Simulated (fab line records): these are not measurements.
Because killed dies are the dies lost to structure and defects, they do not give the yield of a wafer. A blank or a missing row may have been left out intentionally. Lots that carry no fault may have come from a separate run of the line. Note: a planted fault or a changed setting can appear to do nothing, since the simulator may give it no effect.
2 desks looking at one fault / flow sfq-line / only its own numbers are on each desk; what lay behind them is given at the end

== AT THE METROLOGY DESK ==
Lot by lot, what the gauges showed, no matter which tool ran the lot: averages of those sampled wafers that carry a number. A lot is out of limits, marked OUT, if its mean lies more than 4 standard deviations from the usual mean; the brackets give that distance.
Columns: A = M6_OVL at SFQ_M6_OVL_MEAS_940, usual -1 nm
lot=L609; first seen here=day 58 16:46; A=-2
lot=L619; first seen here=day 61 17:58; A=1
lot=L623; first seen here=day 63 01:44; A=0
lot=L624; first seen here=day 63 07:44; A=7
lot=L628; first seen here=day 65 03:06; A=-0
lot=L630; first seen here=day 65 15:11; A=8
This desk found nothing out of limits on any of the 6 lots.

== AT THE TOOL OWNER'S DESK: pecvd-03 ==
The tool's own readings at SFQ_TRILAYER_I6_DEP_PECVD_165 (deposits SiO2 from SiH4/N2O, time 111.11 s, target thk 500 nm): means of the sampled wafers that have a number, for each lot that ran on this tool. A lot is out of limits, marked OUT, if its mean lies more than 4 standard deviations from the usual mean; the brackets give that distance.
Columns: A = heater-power-outer-w at SFQ_TRILAYER_I6_DEP_PECVD_165, usual 27 W; B = heater-power-w at SFQ_TRILAYER_I6_DEP_PECVD_165, usual 80 W; C = rf-fwd-power-W at SFQ_TRILAYER_I6_DEP_PECVD_165, usual 182.5 W; D = susceptor-temp-C at SFQ_TRILAYER_I6_DEP_PECVD_165, usual 149.98 C; E = throttle-valve-pct at SFQ_TRILAYER_I6_DEP_PECVD_165, usual 24.3 %
lot=L619; first seen here=day 61 18:58; A=41; B=100; C=152.7 (-40) OUT; D=150.02; E=23.5
lot=L623; first seen here=day 63 02:44; A=45; B=102; C=153.6 (-39) OUT; D=149.98; E=23.8
lot=L630; first seen here=day 65 16:11; A=35; B=89; C=182.1; D=149.94; E=24.0
This desk's verdict: out of limits on L619, L623, starting with L619 at day 61 18:58 (rf-fwd-power-W at SFQ_TRILAYER_I6_DEP_PECVD_165). Within limits: L630.

== PUT TOGETHER ==
The tool owner's desk had the chance to raise an alarm at day 61 18:58 on L619, L623.
The metrology desk saw nothing out of limits.
The metrology desk has L619, L623 on record, within its limits.
Every lot named ran SFQ_TRILAYER_I6_DEP_PECVD_165 on pecvd-03.

== WHAT HAD BEEN PUT IN BY THE SIMULATOR ==
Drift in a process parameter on pecvd-03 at SFQ_TRILAYER_I6_DEP_PECVD_165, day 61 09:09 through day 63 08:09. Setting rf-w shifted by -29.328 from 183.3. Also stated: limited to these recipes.
Struck lots among those shown: L619, L623.
Hours from the fault's start to each desk's first reading out of limits: the tool owner's desk, 10.
